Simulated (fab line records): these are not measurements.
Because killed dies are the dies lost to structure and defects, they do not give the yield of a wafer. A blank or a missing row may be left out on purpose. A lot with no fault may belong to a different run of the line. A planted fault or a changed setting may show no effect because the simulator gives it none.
Chamber matching + flow sky130 + cmp-01 running SKY_CONTACT_CMP_27: 4 sister chambers
The step polishes, stops on SiO2, t overpolish 15 s, target thk 0 nm. 8 wafers are shown with their chamber, then 7 later ones without.

WAFERS PAIRED WITH THEIR CHAMBERS
| wafer  | chamber | motor_current_A (A) | time_to_endpoint_s (s) |
|--------|---------|---------------------|------------------------|
| L114.2 | 3       | 9.5                 | 81                     |
| L114.4 | 0       | 12.1                | 83                     |
| L117.5 | 2       | 10.2                | 77                     |
| L116.1 | 0       | 11.7                | 87                     |
| L116.3 | 3       | 10.2                | 85                     |
| L116.4 | 1       | 9.9                 | 89                     |
| L127.1 | 2       | 10.3                | 82                     |
| L127.4 | 1       | 9.4                 | 84                     |

WAFERS WITH NO CHAMBER GIVEN
| wafer  | motor_current_A (A) | time_to_endpoint_s (s) |
|--------|---------------------|------------------------|
| L127.5 | 9.4                 | 82                     |
| L131.2 | 10.2                | 81                     |
| L131.3 | 9.8                 | 86                     |
| L131.6 | 9.9                 | 83                     |
| L132.3 | 10.2                | 90                     |
| L132.5 | 11.9                | 86                     |
| L132.6 | 9.9                 | 88                     |

EACH ONE'S CHAMBER
| wafer  | from the rows above          | in truth |
|--------|------------------------------|----------|
| L127.5 | can't be placed: 3 or 1 or 2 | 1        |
| L131.2 | can't be placed: 2 or 3 or 1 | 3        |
| L131.3 | can't be placed: 1 or 3 or 2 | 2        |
| L131.6 | can't be placed: 3 or 1 or 2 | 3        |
| L132.3 | can't be placed: 1 or 3 or 2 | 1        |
| L132.5 | 0                            | 0        |
| L132.6 | can't be placed: 1 or 3 or 2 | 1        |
Placed correctly: 1 of 7. Unplaceable from these rows: 6, with the true chamber sitting among the candidates in 6. 0 placed wrongly.
How it was worked out, from the rows above alone: a wafer's distance from a chamber is the root of the sum, over the readings, of the square of ((its reading less the chamber's mean) divided by the reading's scatter). If the next closest chamber is less than 2 further off than the closest, the wafer can't be placed; otherwise it belongs to the closest. For every chamber, the mean is computed from those of its wafers that are shown. The scatter is the square root of a quotient: the sum, over the shown wafers, of each reading's squared deviation from its chamber's mean, divided by wafers minus chambers.
